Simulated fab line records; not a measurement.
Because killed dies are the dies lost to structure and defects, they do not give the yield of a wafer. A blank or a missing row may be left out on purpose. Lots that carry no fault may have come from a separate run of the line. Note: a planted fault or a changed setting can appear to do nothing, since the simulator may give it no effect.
Which tool is to blame?    flow gf180mcu    38 wafers from 14 lots sampled at 5 of the route's 602 steps

WHAT THE GAUGES READ, wafer by wafer
GF_STI_THK_MEAS_24. Usual: STI_CVD_23_THK 650 nm, standard deviation 6.2.
lot   measured     on             STI_CVD_23_THK (nm)  flag
L349  day 2 03:13  film metro-02  654 652 656          
L350  day 2 10:47  film metro-04  654 647 647          
L351  day 2 15:20  film metro-02  654 649 653          
L352  day 2 18:47  film metro-01  646 651 642          
L353  day 2 23:46  film metro-01  653 654 651          
L356  day 3 16:13  film metro-02  651 653 656          
L357  day 3 19:47  film metro-02  641 643 645          
L358  day 4 02:32  film metro-04  648 638 642          
L359  day 4 07:10  film metro-02  659 656 649          
L361  day 4 18:05  film metro-04  651 649 655          
L363  day 5 02:59  film metro-04  644                  
L368  day 6 08:41  film metro-04  646 644              
L370  day 6 15:37  film metro-04  644 654              
L372  day 7 05:10  film metro-02  654 650 652          

GF_VT_IMPLANT_TW_MEAS_21. Usual: VT_IMPLANT_2_TW 1214, standard deviation 6.5.
lot   measured      on             VT_IMPLANT_2_TW  flag
L349  day 6 03:56   film metro-03  1216 1217 1219   
L350  day 6 16:49   film metro-04  1206 1200 1201   
L351  day 6 19:50   film metro-04  1202 1199 1199   
L352  day 7 04:25   film metro-03  1207 1205 1211   
L353  day 7 08:29   film metro-03  1220 1206 1216   
L356  day 8 03:32   film metro-03  1223 1213 1213   
L357  day 8 06:51   film metro-01  1218 1220 1218   
L358  day 8 15:31   film metro-04  1210 1212 1223   
L359  day 8 21:23   film metro-04  1219 1217 1213   
L361  day 9 11:50   film metro-04  1213 1215 1211   
L363  day 9 21:14   film metro-04  1212             
L368  day 11 10:40  film metro-04  1220 1214        
L370  day 11 19:37  film metro-01  1216 1213        
L372  day 12 10:55  film metro-01  1220 1219 1220   

GF_VT_IMPLANT_RS_MEAS_49: measurement is done with a four-point probe. Usual: MVPSD_RS 1169.1 ohm/sq, standard deviation 2.2.
lot   measured      on             MVPSD_RS (ohm/sq)            flag
L349  day 7 10:58   film metro-02  1168.2 1173.4 1168.8         
L350  day 8 01:00   film metro-02  1171.1 1167.7 1168.8         
L351  day 8 05:04   film metro-03  1169.4 1168.5 1170.6         
L352  day 8 13:11   film metro-03  1169.6 1168.3 1166.3         
L353  day 8 17:22   film metro-01  1172.8 1171.4 1173.0         
L356  day 9 14:31   film metro-01  1169.1 1171.7 1168.4         
L357  day 9 17:09   film metro-02  1171.2 1172.1 1171.0         
L358  day 10 01:55  film metro-01  1162.8 1164.5 1169.1         
L359  day 10 08:09  film metro-02  1168.3 1169.4 1168.4         
L361  day 10 23:39  film metro-03  1170.7 1172.0 1170.9         
L363  day 11 09:38  film metro-02  1223.3 1222.5                OFF
L368  day 13 02:46  film metro-03  1166.7 1222.1 1168.7 1221.8  OFF
L370  day 13 11:35  film metro-01  1170.8 1223.4 1169.8 1227.0  OFF
L372  day 14 03:56  film metro-03  1173.5 1175.1 1173.5         

TOOL THAT RAN EACH LOT (tool first, then ch and the chambers of the sampled wafers, then the start)
lot   GF_MVSD_STRIP_10                      GF_MVPSD_IMPLANT_09
L349  plasma asher-03 ch 0,1, day 4 08:49   implanter-02 ch 0, day 4 22:20
L350  plasma asher-03 ch 0,1, day 4 20:06   implanter-02 ch 0, day 5 10:45
L351  plasma asher-04 ch 0,1, day 4 22:46   implanter-04 ch 0, day 5 13:38
L352  plasma asher-03 ch 0,1, day 5 07:52   implanter-01 ch 0, day 5 22:25
L353  plasma asher-01 ch 0,1, day 5 10:16   implanter-04 ch 0, day 6 01:17
L356  plasma asher-01 ch 0,1, day 6 03:43   implanter-02 ch 0, day 6 18:33
L357  plasma asher-03 ch 0,1, day 6 07:27   implanter-01 ch 0, day 6 22:38
L358  plasma asher-04 ch 0,1, day 6 16:28   implanter-04 ch 0, day 7 07:32
L359  plasma asher-03 ch 0,1, day 6 20:01   implanter-04 ch 0, day 7 11:46
L361  plasma asher-03 ch 0,1, day 7 10:09   implanter-02 ch 0, day 8 02:24
L363  plasma asher-04 ch 0, day 7 17:56     implanter-02 ch 0, day 8 10:26
L368  plasma asher-04 ch 0,1, day 9 03:35   implanter-02 ch 0, day 9 21:47
L370  plasma asher-04 ch 0, day 9 12:50     implanter-02 ch 0, day 10 06:28
L372  plasma asher-04 ch 0,1, day 10 02:50  implanter-01 ch 0, day 10 20:40
- GF_MVSD_STRIP_10: strips in O2/N2.
- GF_MVPSD_IMPLANT_09

WHAT THE TOOLS THEMSELVES READ (means of the sampled wafers that have a number; where no wafer has one, the mark that the record gives instead)
GF_MVSD_STRIP_10. Usual: drypump motor current A 5.4 A, standard deviation 0.63; heater power w 337 W, standard deviation 40; oes product au 0.722 a.u., standard deviation 0.0041; strip time to endpoint s 36.96 s, standard deviation 0.084.
lot   tool             drypump motor current A (A)  heater power w (W)  oes product au (a.u.)  strip time to endpoint s (s)  flag
L349  plasma asher-03  5.0                          365                 0.722                  36.85                         
L350  plasma asher-03  5.0                          350                 0.724                  36.90                         
L351  plasma asher-04  5.9                          311                 0.717                  37.08                         
L352  plasma asher-03  5.0                          352                 0.723                  37.07                         
L353  plasma asher-01  5.7                          330                 0.725                  36.96                         
L356  plasma asher-01  5.7                          392                 0.727                  36.94                         
L357  plasma asher-03  5.0                          369                 0.720                  36.98                         
L358  plasma asher-04  6.0                          316                 0.719                  36.96                         
L359  plasma asher-03  5.0                          344                 0.720                  36.89                         
L361  plasma asher-03  5.0                          349                 0.720                  36.94                         
L363  plasma asher-04  6.5                          303                 0.721                  36.82                         
L368  plasma asher-04  5.7                          310                 0.720                  37.00                         
L370  plasma asher-04  6.5                          310                 0.725                  36.94                         
L372  plasma asher-04  5.4                          318                 0.726                  36.94                         

GF_MVPSD_IMPLANT_09. Usual: beam on s 9.99 s, standard deviation 0.22; faraday current uA 28.2, standard deviation 0.6.
lot   tool          beam on s (s)  faraday current uA  flag
L349  implanter-02  9.90           28.4                
L350  implanter-02  9.91           28.5                
L351  implanter-04  10.00          28.2                
L352  implanter-01  9.82           28.8                
L353  implanter-04  9.81           28.6                
L356  implanter-02  10.07          28.1                
L357  implanter-01  9.84           28.6                
L358  implanter-04  10.05          28.1                
L359  implanter-04  9.91           28.4                
L361  implanter-02  10.04          28.2                
L363  implanter-02  7.63           36.9                OFF
L368  implanter-02  8.85           32.3                OFF
L370  implanter-02  8.86           32.7                OFF
L372  implanter-01  10.13          27.8                

THE ANSWER, worked out from the rows above alone
Rule: lot off if the mean of its wafers having a number is beyond 3 standard deviations from the usual mean. Also off: a lot with no number at a reading for which 4 or more lots have one. The other lots that the step has rows for count as sound. Order of review: gauges by route order, followed by the tools' own readings, for which a lot's mean as printed above is used. The first step at which some lot is off is used, and at that step the reading that is off furthest; a lot without a number counts as furthest.
Off: at GF_VT_IMPLANT_RS_MEAS_49 (MVPSD_RS), L363, L368, L370.
A tool fits if, at a process step before that reading, it ran every lot that is off, and no sound lot after the first of them. Not tried: the gauges at GF_VT_IMPLANT_RS_MEAS_49; whatever is off there is also off at GF_MVPSD_IMPLANT_09, on other tools, and gauge error can't account for it. One fits: GF_MVPSD_IMPLANT_09 on implanter-02. A fault onset in the window from L361 (day 8 02:24, its last sound lot) to L363 (day 8 10:26, its first lot off) fits.
The tool's own readings at GF_MVPSD_IMPLANT_09 bear it out: on the lots that are off they differ by more than 5 times the standard deviation of the sound lots' means. beam on s reads 8.45 s there against 9.95 s on the sound lots; faraday current uA reads 34.0 there against 28.3 on the sound lots.

WHAT HAD BEEN PUT IN BY THE SIMULATOR
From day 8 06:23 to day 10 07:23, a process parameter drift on implanter-02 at GF_MVPSD_IMPLANT_09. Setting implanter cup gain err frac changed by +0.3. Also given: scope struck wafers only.
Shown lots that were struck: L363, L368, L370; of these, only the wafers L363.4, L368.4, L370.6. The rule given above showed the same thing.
